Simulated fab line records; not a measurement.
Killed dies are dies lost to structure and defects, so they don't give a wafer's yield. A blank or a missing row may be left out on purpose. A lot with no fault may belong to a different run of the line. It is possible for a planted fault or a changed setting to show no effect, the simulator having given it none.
fab line records ; flow sky130
record lots=12; wafers=36; last-day=50
route steps=708 shown FIELD_ISO@1 PWDE@52 PAD_OPEN@708
lots that met no fault: taken from a fault-free run of the same line
start-h: the number of hours between the record's first day and the start of the first shown wafer of the lot ; wait-h: how many hours have passed since the lot's step before this one ; " as in the row above ; L1.1+2: a row that stands for several wafers ; - value missing, or start not given ; * or withheld: withheld ; < > ~ a bound
route shown NAME@n: a module of which the file shows steps, and the number in the route of the first ; usual: the fault-free wafers' mean and standard deviation ; same: alike in all rows ; chamber/n: place in a boat ; sites: the reading at each site ; _std_site: the standard deviation of these ; _edge_site: inner sites' mean taken away from outer sites' mean ; radius-mm: how far each site lies from the wafer's centre ; mask NAME#n: copy n ; behind: the most recent tool/chamber to have shaped the wafer ; hold: why the lot was held/for how many hours/how that ended ; device: transistor that didn't switch, given as n, p or np ; end of line: at the end of the route, the tests of the same wafers ; step lacking rows: just its recipe ; killed: dies lost to structure and defects at the first sort, not the wafer's yield ; map: a wafer's dies, x killed, . not, _ none there
set.NAME: the setting as run; set.NAME@STEP: as run at that earlier step ; model.NAME: the simulator's own value behind a step, which no gauge read
the route's steps for a sample of lots (tables are steps, rows are wafers)
services: when a tool's chamber went out of use (start-h, in hours from the record's first day, below 0 if earlier), for how many hours, and the reason
## steps
# step SKY_FIELD_ISO_BOW_MEAS_00
# recipe mode=bow
# usual INCOMING_BOW=0/6.3
lot.wafer;tool;chamber;start-h;wait-h;INCOMING_BOW[um]
L231.1;film-metro-02;-;10.00;-;1
L231.5;film-metro-02;-;10.00;-;-5
L231.6;film-metro-02;-;10.00;-;-2
L242.1;film-metro-04;-;65.00;-;2
L242.3;film-metro-04;-;65.00;-;-12
L242.5;film-metro-04;-;65.00;-;-5
L243.1;film-metro-02;-;70.00;-;0
L243.3;film-metro-02;-;70.00;-;5
L243.4;film-metro-02;-;70.00;-;-7
L244.3;film-metro-03;-;75.04;-;4
L244.4;film-metro-03;-;75.04;-;-3
L244.6;film-metro-03;-;75.04;-;6
L245.1;film-metro-04;-;80.00;-;-2
L245.4;film-metro-04;-;80.00;-;3
L245.5;film-metro-04;-;80.00;-;0
L246.2;film-metro-02;-;85.02;-;0
L246.3;film-metro-02;-;85.02;-;-4
L246.5;film-metro-02;-;85.02;-;-1
L247.1;film-metro-04;-;90.00;-;-3
L247.2;film-metro-04;-;90.00;-;1
L247.3;film-metro-04;-;90.00;-;8
L250.1;film-metro-03;-;105.00;-;-7
L250.3;film-metro-03;-;105.00;-;4
L250.6;film-metro-03;-;105.00;-;6
L251.1;film-metro-04;-;110.00;-;5
L251.3;film-metro-04;-;110.00;-;9
L251.6;film-metro-04;-;110.00;-;9
L252.1;film-metro-03;-;115.00;-;4
L252.4;film-metro-03;-;115.00;-;6
L252.5;film-metro-03;-;115.00;-;-13
L253.1;film-metro-02;-;120.00;-;6
L253.2;film-metro-02;-;120.00;-;14
L253.3;film-metro-02;-;120.00;-;-8
L254.2;film-metro-02;-;125.02;-;-4
L254.4;film-metro-02;-;125.02;-;7
L254.6;film-metro-02;-;125.02;-;2
# step SKY_FIELD_ISO_THK_MEAS_02
# recipe reads=SiO2_of_FIELD_ISO_OXIDATION_01
# usual FIELD_ISO_OXIDATION_00_THK=12.13/0.21
lot.wafer;tool;chamber;start-h;wait-h;FIELD_ISO_OXIDATION_00_THK[nm]
L231.1;film-metro-03;-;12.19;0.0;11.86
L231.5;film-metro-03;-;12.19;0.0;11.93
L231.6;film-metro-03;-;12.19;0.0;11.98
L242.1;film-metro-04;-;68.91;0.0;15.77
L242.3;film-metro-04;-;68.91;0.0;15.60
L242.5;film-metro-04;-;68.91;0.0;15.59
L243.1;film-metro-04;-;73.24;0.0;15.21
L243.3;film-metro-04;-;73.24;0.0;15.39
L243.4;film-metro-04;-;73.24;0.0;15.19
L244.3;film-metro-02;-;76.65;0.0;12.30
L244.4;film-metro-02;-;76.65;0.0;12.01
L244.6;film-metro-02;-;76.65;0.0;12.10
L245.1;film-metro-02;-;81.63;0.0;12.11
L245.4;film-metro-02;-;81.63;0.0;12.10
L245.5;film-metro-02;-;81.63;0.0;12.10
L246.2;film-metro-02;-;86.99;0.0;12.16
L246.3;film-metro-02;-;86.99;0.0;12.01
L246.5;film-metro-02;-;86.99;0.0;12.06
L247.1;film-metro-02;-;91.63;0.0;12.35
L247.2;film-metro-02;-;91.63;0.0;12.46
L247.3;film-metro-02;-;91.63;0.0;12.47
L250.1;film-metro-03;-;107.52;0.0;12.46
L250.3;film-metro-03;-;107.52;0.0;12.06
L250.6;film-metro-03;-;107.52;0.0;12.21
L251.1;film-metro-03;-;113.25;0.0;12.55
L251.3;film-metro-03;-;113.25;0.0;12.53
L251.6;film-metro-03;-;113.25;0.0;12.28
L252.1;film-metro-03;-;116.63;0.0;12.20
L252.4;film-metro-03;-;116.63;0.0;12.24
L252.5;film-metro-03;-;116.63;0.0;12.13
L253.1;film-metro-03;-;121.74;0.0;11.95
L253.2;film-metro-03;-;121.74;0.0;12.10
L253.3;film-metro-03;-;121.74;0.0;11.91
L254.2;film-metro-03;-;126.64;0.0;12.15
L254.4;film-metro-03;-;126.64;0.0;12.10
L254.6;film-metro-03;-;126.64;0.0;12.07
# step SKY_PWDE_OVL_MEAS_07
# usual PWDE_OVL=-0.3/1.4
lot.wafer;tool;chamber;start-h;wait-h;PWDE_OVL[nm]
L231.1;overlay-01;-;67.65;-;0.4
L231.5;overlay-01;-;67.65;-;-1.5
L231.6;overlay-01;-;67.65;-;-2.3
L242.1;overlay-01;-;132.95;-;-2.7
L242.3;overlay-01;-;132.95;-;-1.5
L242.5;overlay-01;-;132.95;-;-1.8
L243.1;overlay-02;-;138.49;-;-2.5
L243.3;overlay-02;-;138.49;-;0.5
L243.4;overlay-02;-;138.49;-;-1.2
L244.3;overlay-01;-;145.06;-;-2.5
L244.4;overlay-01;-;145.06;-;-1.0
L244.6;overlay-01;-;145.06;-;0.0
L246.2;overlay-01;-;149.80;-;1.3
L246.3;overlay-01;-;149.80;-;-1.2
L246.5;overlay-01;-;149.80;-;-0.6
L245.1;overlay-02;-;150.75;-;1.5
L245.4;overlay-02;-;150.75;-;1.8
L245.5;overlay-02;-;150.75;-;0.0
L247.1;overlay-01;-;157.25;-;-0.6
L247.2;overlay-01;-;157.25;-;-1.0
L247.3;overlay-01;-;157.25;-;-1.1
L250.1;overlay-02;-;176.40;-;-0.9
L250.3;overlay-02;-;176.40;-;-0.5
L250.6;overlay-02;-;176.40;-;-0.3
L251.1;overlay-02;-;180.85;-;1.2
L251.3;overlay-02;-;180.85;-;0.8
L251.6;overlay-02;-;180.85;-;-0.1
L252.1;overlay-02;-;187.40;-;2.2
L252.4;overlay-02;-;187.40;-;2.4
L252.5;overlay-02;-;187.40;-;-0.1
L253.1;overlay-01;-;193.40;-;0.6
L253.2;overlay-01;-;193.40;-;0.8
L253.3;overlay-01;-;193.40;-;1.8
L254.2;overlay-02;-;197.91;-;-3.6
L254.4;overlay-02;-;197.91;-;-1.9
L254.6;overlay-02;-;197.91;-;-0.1
# step SKY_PWDE_STRIP_09
# recipe chemistry=O2/N2; power-w=1400; pressure-mtorr=1500; platen-temp-c=withheld; o2-flow-sccm=3000; n2-flow-sccm=300; overash-fraction=0.5
# usual drypump-motor-current-A=5.6/0.38; oes-product-au=0.722/0.0046; strip-time-to-endpoint-s=36.91/0.099
# same overash-fraction=0.5
lot.wafer;tool;chamber;start-h;wait-h;drypump-motor-current-A;oes-product-au;rf-hours-counter-h;strip-time-to-endpoint-s
L231.1;plasma-asher-02;1;67.84;0.1;5.8;0.723;38;36.96
L231.5;plasma-asher-02;1;67.84;0.1;5.8;0.722;-;37.05
L231.6;plasma-asher-02;0;67.84;0.1;6.1;0.726;-;37.06
L242.1;plasma-asher-04;0;133.14;0.1;5.4;0.721;1;36.85
L242.3;plasma-asher-04;0;133.14;0.1;5.4;0.721;-;36.83
L242.5;plasma-asher-04;0;133.14;0.1;5.4;0.723;-;36.85
L243.1;plasma-asher-04;0;138.68;0.1;5.4;0.717;2;36.90
L243.3;plasma-asher-04;0;138.68;0.1;5.4;0.717;-;37.03
L243.4;plasma-asher-04;1;138.68;0.1;5.8;0.723;-;36.88
L244.3;plasma-asher-04;0;145.27;0.1;5.4;0.724;-;36.98
L244.4;plasma-asher-04;1;145.27;0.1;5.8;0.722;-;36.95
L244.6;plasma-asher-04;1;145.27;0.1;5.8;0.724;-;36.93
L246.2;plasma-asher-02;1;149.98;0.1;5.8;0.730;45;36.85
L246.3;plasma-asher-02;0;149.98;0.1;6.1;0.718;-;36.87
L246.5;plasma-asher-02;1;149.98;0.1;5.8;0.718;-;36.80
L245.1;plasma-asher-04;1;150.93;0.1;5.8;0.718;3;36.79
L245.4;plasma-asher-04;1;150.93;0.1;5.8;0.712;-;36.84
L245.5;plasma-asher-04;0;150.93;0.1;5.4;0.729;-;36.78
L247.1;plasma-asher-04;0;157.44;0.1;5.4;0.718;4;36.92
L247.2;plasma-asher-04;1;157.44;0.1;5.8;0.722;4;36.95
L247.3;plasma-asher-04;1;157.44;0.1;5.8;0.722;-;36.87
L250.1;plasma-asher-02;0;176.58;0.1;6.1;0.713;48;36.92
L250.3;plasma-asher-02;0;176.58;0.1;6.1;0.721;-;37.03
L250.6;plasma-asher-02;1;176.58;0.1;5.7;0.724;-;37.05
L251.1;plasma-asher-02;1;181.04;0.1;5.7;0.724;48;37.15
L251.3;plasma-asher-02;1;181.04;0.1;5.8;0.731;-;37.14
L251.6;plasma-asher-02;0;181.04;0.1;6.1;0.716;-;37.12
L252.1;plasma-asher-03;0;187.58;0.1;4.9;0.721;48;36.91
L252.4;plasma-asher-03;1;187.58;0.1;5.8;0.726;-;36.95
L252.5;plasma-asher-03;0;187.58;0.1;4.9;0.722;-;36.92
L253.1;plasma-asher-03;0;193.58;0.1;4.9;0.725;49;37.11
L253.2;plasma-asher-03;1;193.58;0.1;5.7;0.725;49;37.13
L253.3;plasma-asher-03;0;193.58;0.1;4.9;0.725;-;37.12
L254.2;plasma-asher-02;0;198.09;0.1;6.1;0.716;50;36.94
L254.4;plasma-asher-02;0;198.09;0.1;6.1;0.725;-;36.95
L254.6;plasma-asher-02;0;198.09;0.1;6.1;0.722;-;36.94
# step SKY_PAD_OPEN_PROBE_99
# usual killed_at_M0_to_M3=43/6.5; killed_at_M4_up=3.2/1.8; killed-at-contacts=24/5.2; killed-at-front-end=15/4; killed-at-other=0.4/0.69; killed-dies=86/8.7; killed-open=47/7; killed-short=39/5.7
# same gross-dies=492; killed-at-back-side=0
lot.wafer;tool;chamber;start-h;wait-h;killed_at_M0_to_M3;killed_at_M4_up;killed-at-contacts;killed-at-front-end;killed-at-other;killed-dies;killed-open;killed-short
L231.1;prober-02;-;1073.62;0.1;35;1;29;14;0;79;44;33
L231.5;prober-02;-;1073.82;0.2;30;2;26;19;0;77;42;35
L231.6;prober-02;-;1073.87;0.2;49;1;25;17;0;92;55;37
L242.1;prober-01;-;1144.77;0.1;51;8;30;16;0;105;59;44
L242.3;prober-01;-;1144.87;0.2;38;4;35;10;1;88;52;35
L242.5;prober-01;-;1144.97;0.2;35;2;14;13;0;64;33;30
L243.1;prober-02;-;1146.27;0.1;46;5;26;9;0;86;47;38
L243.3;prober-02;-;1146.37;0.2;44;3;23;9;0;79;49;29
L243.4;prober-02;-;1146.42;0.2;47;3;24;16;0;90;48;42
L244.3;prober-01;-;1151.54;0.2;40;3;24;18;0;85;43;42
L244.4;prober-01;-;1151.59;0.2;35;3;22;7;0;67;39;28
L244.6;prober-01;-;1151.69;0.2;35;1;39;11;0;86;48;38
L246.2;prober-02;-;1155.16;0.1;47;1;22;16;0;86;51;35
L246.3;prober-02;-;1155.21;0.2;50;1;22;19;0;92;50;42
L246.5;prober-02;-;1155.31;0.2;39;2;24;11;0;76;46;30
L245.1;prober-01;-;1158.32;0.1;37;1;27;17;0;82;48;32
L245.4;prober-01;-;1158.47;0.2;40;4;37;12;0;93;54;37
L245.5;prober-01;-;1158.52;0.2;49;1;27;16;2;95;54;40
L247.1;prober-02;-;1167.21;0.1;40;6;22;21;0;89;40;49
L247.2;prober-02;-;1167.26;0.1;36;3;16;14;1;70;35;35
L247.3;prober-02;-;1167.31;0.2;52;0;30;20;0;102;54;47
L250.1;prober-01;-;1182.32;0.1;49;5;26;14;0;94;42;51
L250.3;prober-01;-;1182.42;0.2;46;5;25;10;0;86;51;35
L250.6;prober-01;-;1182.57;0.2;40;3;28;13;0;84;39;45
L251.1;prober-02;-;1184.51;0.1;45;5;22;21;1;94;49;45
L251.3;prober-02;-;1184.61;0.2;53;5;24;19;0;101;59;42
L251.6;prober-02;-;1184.76;0.2;41;2;23;12;0;78;42;36
L252.1;prober-01;-;1191.71;0.1;31;4;20;13;0;68;37;31
L252.4;prober-01;-;1191.86;0.2;45;4;34;20;0;103;55;48
L252.5;prober-01;-;1191.91;0.2;36;3;24;22;0;85;47;38
L253.1;prober-02;-;1196.57;0.1;57;6;29;15;1;108;61;43
L253.2;prober-02;-;1196.62;0.1;46;7;31;12;0;96;59;36
L253.3;prober-02;-;1196.67;0.2;49;6;31;11;0;97;53;40
L254.2;prober-01;-;1198.31;0.1;37;0;21;17;1;76;45;31
L254.4;prober-01;-;1198.41;0.2;44;3;24;18;0;89;50;39
L254.6;prober-01;-;1198.51;0.2;42;2;25;13;0;82;44;38
# killed by level:class
L231.1 CONTACT:geometric-particle:open=11 FIELD_ISO:geometric-particle:open=9 LI_CONTACT:geometric-particle:open=8 VIA1:geometric-particle:open=6 LI_CONTACT:geometric-particle:short=5 METAL1:geometric-particle:short=5 VIA2:geometric-particle:open=5 CONTACT:geometric-particle:short=4
L231.5 CONTACT:geometric-particle:open=13 FIELD_ISO:geometric-particle:short=7 LI_CONTACT:geometric-particle:open=6 METAL1:geometric-particle:short=6 VIA1:geometric-particle:short=6 VIA2:geometric-particle:open=5 FIELD_ISO:geometric-particle:open=4 POLY_GATE:geometric-particle:open=4
L231.6 VIA1:geometric-particle:open=13 VIA2:geometric-particle:open=9 CONTACT:geometric-particle:open=8 VIA3:geometric-particle:open=7 FIELD_ISO:geometric-particle:open=5 FIELD_ISO:geometric-particle:short=5 LOCAL_INTERCONNECT:geometric-particle:short=5 CONTACT:geometric-particle:short=5
L242.1 VIA1:geometric-particle:open=16 VIA3:geometric-particle:open=11 LI_CONTACT:geometric-particle:open=9 CONTACT:geometric-particle:short=6 VIA1:geometric-particle:short=6 LOCAL_INTERCONNECT:geometric-particle:short=5 CONTACT:geometric-particle:open=5 METAL4:geometric-particle:short=5
L242.3 CONTACT:geometric-particle:open=14 VIA1:geometric-particle:open=13 LI_CONTACT:geometric-particle:open=6 LOCAL_INTERCONNECT:geometric-particle:short=6 VIA2:geometric-particle:open=6 METAL2:geometric-particle:short=5 LOCAL_INTERCONNECT:geometric-particle:open=4 VIA1:geometric-particle:short=4
L242.5 VIA1:geometric-particle:open=11 POLY_GATE:geometric-particle:short=5 VIA2:geometric-particle:open=5 METAL1:geometric-particle:short=5 CONTACT:geometric-particle:open=4 VIA1:geometric-particle:short=4 VIA3:geometric-particle:short=4 POLY_GATE:geometric-particle:open=3
L243.1 VIA1:geometric-particle:open=12 CONTACT:geometric-particle:open=11 VIA3:geometric-particle:open=7 METAL2:geometric-particle:short=6 LOCAL_INTERCONNECT:geometric-particle:short=5 CONTACT:geometric-particle:short=5 METAL1:geometric-particle:short=5 VIA1:geometric-particle:short=5
L243.3 LI_CONTACT:geometric-particle:open=13 VIA1:geometric-particle:open=9 VIA2:geometric-particle:open=8 METAL1:geometric-particle:short=5 METAL2:geometric-particle:short=5 POLY_GATE:geometric-particle:open=4 CONTACT:geometric-particle:open=4 VIA1:geometric-particle:short=4
L243.4 VIA1:geometric-particle:open=11 LI_CONTACT:geometric-particle:open=8 VIA3:geometric-particle:open=8 METAL1:geometric-particle:short=7 VIA2:geometric-particle:open=6 CONTACT:geometric-particle:open=6 POLY_GATE:geometric-particle:short=5 LOCAL_INTERCONNECT:geometric-particle:short=5
L244.3 VIA1:geometric-particle:open=13 CONTACT:geometric-particle:open=9 LOCAL_INTERCONNECT:geometric-particle:short=6 METAL1:geometric-particle:short=5 VIA1:geometric-particle:short=5 VIA2:geometric-particle:open=5 FIELD_ISO:geometric-particle:open=4 FIELD_ISO:geometric-particle:short=4
L244.4 LI_CONTACT:geometric-particle:open=9 VIA1:geometric-particle:open=8 CONTACT:geometric-particle:open=7 METAL1:geometric-particle:short=5 VIA2:geometric-particle:open=5 VIA3:geometric-particle:open=5 METAL2:geometric-particle:short=4 CONTACT:geometric-particle:short=3
L244.6 CONTACT:geometric-particle:open=15 LI_CONTACT:geometric-particle:open=11 FIELD_ISO:geometric-particle:open=6 CONTACT:geometric-particle:short=6 VIA1:geometric-particle:open=6 METAL1:geometric-particle:short=6 VIA1:geometric-particle:short=5 VIA3:geometric-particle:short=4
L246.2 CONTACT:geometric-particle:open=10 VIA1:geometric-particle:open=9 METAL2:geometric-particle:short=8 VIA2:geometric-particle:open=8 LI_CONTACT:geometric-particle:open=6 FIELD_ISO:geometric-particle:open=5 METAL3:geometric-particle:short=5 VIA3:geometric-particle:open=5
L246.3 VIA1:geometric-particle:open=9 CONTACT:geometric-particle:open=8 FIELD_ISO:geometric-particle:open=7 METAL2:geometric-particle:short=7 VIA3:geometric-particle:open=6 POLY_GATE:geometric-particle:open=5 LOCAL_INTERCONNECT:geometric-particle:short=5 VIA1:geometric-particle:short=5
L246.5 VIA1:geometric-particle:open=12 LI_CONTACT:geometric-particle:open=7 VIA2:geometric-particle:open=7 CONTACT:geometric-particle:open=6 VIA3:geometric-particle:open=6 LOCAL_INTERCONNECT:geometric-particle:short=5 METAL3:geometric-particle:short=5 FIELD_ISO:geometric-particle:short=4
L245.1 VIA1:geometric-particle:open=11 LI_CONTACT:geometric-particle:open=8 CONTACT:geometric-particle:open=8 FIELD_ISO:geometric-particle:open=6 CONTACT:geometric-particle:short=5 VIA3:geometric-particle:open=5 METAL3:geometric-particle:short=4 FIELD_ISO:geometric-particle:short=3
L245.4 CONTACT:geometric-particle:open=16 VIA2:geometric-particle:open=10 LI_CONTACT:geometric-particle:open=9 VIA1:geometric-particle:open=7 LOCAL_INTERCONNECT:geometric-particle:short=5 METAL1:geometric-particle:short=5 VIA1:geometric-particle:short=5 FIELD_ISO:geometric-particle:short=4
L245.5 VIA1:geometric-particle:open=12 VIA3:geometric-particle:open=12 CONTACT:geometric-particle:short=7 CONTACT:geometric-particle:open=7 LI_CONTACT:geometric-particle:open=6 VIA3:geometric-particle:short=5 POLY_GATE:geometric-particle:short=4 LI_CONTACT:geometric-particle:short=4
L247.1 LI_CONTACT:geometric-particle:open=8 VIA2:geometric-particle:open=8 VIA1:geometric-particle:open=7 FIELD_ISO:geometric-particle:open=6 FIELD_ISO:geometric-particle:short=6 CONTACT:geometric-particle:open=6 METAL1:geometric-particle:short=5 VIA2:geometric-particle:short=5
L247.2 VIA1:geometric-particle:open=7 VIA3:geometric-particle:open=7 FIELD_ISO:geometric-particle:short=5 LI_CONTACT:geometric-particle:open=5 VIA1:geometric-particle:short=5 VIA3:geometric-particle:short=5 METAL2:geometric-particle:short=4 FIELD_ISO:geometric-particle:open=3
L247.3 VIA1:geometric-particle:open=12 CONTACT:geometric-particle:open=10 VIA1:geometric-particle:short=10 FIELD_ISO:geometric-particle:open=7 LI_CONTACT:geometric-particle:open=7 VIA3:geometric-particle:open=6 VIA2:geometric-particle:open=6 LOCAL_INTERCONNECT:geometric-particle:short=5
L250.1 VIA1:geometric-particle:open=10 METAL1:geometric-particle:short=9 VIA2:geometric-particle:open=8 CONTACT:geometric-particle:open=7 POLY_GATE:geometric-particle:short=6 METAL4:geometric-particle:short=5 LI_CONTACT:geometric-particle:open=5 LOCAL_INTERCONNECT:geometric-particle:short=5
L250.3 CONTACT:geometric-particle:open=10 VIA1:geometric-particle:open=10 VIA2:geometric-particle:open=8 METAL2:geometric-particle:short=6 VIA3:geometric-particle:open=5 FIELD_ISO:geometric-particle:open=4 LOCAL_INTERCONNECT:geometric-particle:short=4 VIA1:geometric-particle:short=4
L250.6 CONTACT:geometric-particle:open=11 VIA1:geometric-particle:short=7 VIA3:geometric-particle:open=7 LI_CONTACT:geometric-particle:open=6 LOCAL_INTERCONNECT:geometric-particle:short=6 METAL2:geometric-particle:short=6 VIA1:geometric-particle:open=5 CONTACT:geometric-particle:short=4
L251.1 VIA1:geometric-particle:open=12 METAL2:geometric-particle:short=8 CONTACT:geometric-particle:open=7 VIA3:geometric-particle:open=7 LI_CONTACT:geometric-particle:open=6 LOCAL_INTERCONNECT:geometric-particle:short=5 FIELD_ISO:geometric-particle:open=4 CONTACT:geometric-particle:short=4
L251.3 VIA3:geometric-particle:open=12 METAL2:geometric-particle:short=10 VIA1:geometric-particle:open=9 FIELD_ISO:geometric-particle:short=8 CONTACT:geometric-particle:open=8 LI_CONTACT:geometric-particle:open=6 VIA2:geometric-particle:open=6 POLY_GATE:geometric-particle:open=5
L251.6 VIA1:geometric-particle:open=12 CONTACT:geometric-particle:open=7 LOCAL_INTERCONNECT:geometric-particle:short=7 LI_CONTACT:geometric-particle:open=6 VIA3:geometric-particle:open=6 METAL1:geometric-particle:short=5 POLY_GATE:geometric-particle:short=4 METAL2:geometric-particle:short=4
L252.1 VIA1:geometric-particle:open=9 LI_CONTACT:geometric-particle:open=7 SPACER:geometric-particle:short=6 VIA2:geometric-particle:open=6 CONTACT:geometric-particle:open=6 VIA1:geometric-particle:short=5 LOCAL_INTERCONNECT:geometric-particle:short=4 METAL2:geometric-particle:short=4
L252.4 CONTACT:geometric-particle:open=15 VIA1:geometric-particle:open=7 VIA3:geometric-particle:open=7 VIA2:geometric-particle:open=7 LOCAL_INTERCONNECT:geometric-particle:short=6 CONTACT:geometric-particle:short=6 METAL1:geometric-particle:short=6 FIELD_ISO:geometric-particle:open=5
L252.5 LI_CONTACT:geometric-particle:open=10 VIA2:geometric-particle:open=7 FIELD_ISO:geometric-particle:open=6 FIELD_ISO:geometric-particle:short=5 VIA1:geometric-particle:short=5 METAL2:geometric-particle:short=5 VIA3:geometric-particle:open=4 SPACER:geometric-particle:open=4
L253.1 CONTACT:geometric-particle:open=15 VIA3:geometric-particle:open=12 VIA1:geometric-particle:open=10 VIA2:geometric-particle:open=9 METAL1:geometric-particle:short=7 VIA3:geometric-particle:short=6 LI_CONTACT:geometric-particle:open=5 VIA1:geometric-particle:short=5
L253.2 VIA1:geometric-particle:open=14 VIA3:geometric-particle:open=12 LI_CONTACT:geometric-particle:open=10 CONTACT:geometric-particle:open=8 LOCAL_INTERCONNECT:geometric-particle:short=5 METAL1:geometric-particle:short=5 LI_CONTACT:geometric-particle:short=4 CONTACT:geometric-particle:short=4
L253.3 CONTACT:geometric-particle:open=10 VIA3:geometric-particle:open=10 VIA1:geometric-particle:open=10 LI_CONTACT:geometric-particle:open=9 VIA2:geometric-particle:open=8 VIA1:geometric-particle:short=7 LOCAL_INTERCONNECT:geometric-particle:short=6 METAL1:geometric-particle:short=6
L254.2 CONTACT:geometric-particle:open=12 VIA1:geometric-particle:open=8 POLY_GATE:geometric-particle:short=6 VIA3:geometric-particle:open=5 METAL2:geometric-particle:short=5 VIA2:geometric-particle:open=5 LI_CONTACT:geometric-particle:open=4 METAL1:geometric-particle:short=4
L254.4 VIA1:geometric-particle:open=12 CONTACT:geometric-particle:open=9 FIELD_ISO:geometric-particle:open=8 VIA3:geometric-particle:open=6 FIELD_ISO:geometric-particle:short=5 METAL1:geometric-particle:short=5 VIA1:geometric-particle:short=5 METAL2:geometric-particle:short=5
L254.6 CONTACT:geometric-particle:open=12 VIA2:geometric-particle:open=9 VIA3:geometric-particle:open=7 METAL2:geometric-particle:short=6 FIELD_ISO:geometric-particle:short=4 LI_CONTACT:geometric-particle:open=4 CONTACT:geometric-particle:short=4 METAL1:geometric-particle:short=4
## services
tool;chamber;start-h;hours;kind
plasma-asher-03;-;62.54;2.9;repair
plasma-asher-02;-;80.71;8.3;repair
plasma-asher-04;-;108.79;9.0;pm
plasma-asher-04;0;108.79;9.0;vent-cycle
plasma-asher-04;1;108.79;9.0;vent-cycle
plasma-asher-04;0;117.79;-;clean
plasma-asher-04;1;117.79;-;clean
## key
first-sign step=SKY_FIELD_ISO_THK_MEAS_02; reading=FIELD_ISO_OXIDATION_00_THK; direction=up; sigmas=16; usual=12.13; struck=15.46
effect none on later readings
met-at SKY_FIELD_ISO_THK_MEAS_02
struck-lots L242,L243
tester-left-out L242,L243
not-acting-at SKY_FIELD_ISO_BOW_MEAS_00,SKY_PWDE_OVL_MEAS_07,SKY_PWDE_STRIP_09
fault kind=metrology-matching-offset; tool=film-metro-04; chamber=-; onset-h=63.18; steps=SKY_FIELD_ISO_THK_MEAS_02; param=thk-nm; offset=3.425
# tester-left-out: of these lots the tester's yield and bins aren't shown, on N5 and GAA mostly nor the transistor test; their killed dies are dies lost to structure and defects alone, not to doping, threshold or leakage, so they don't give the yield
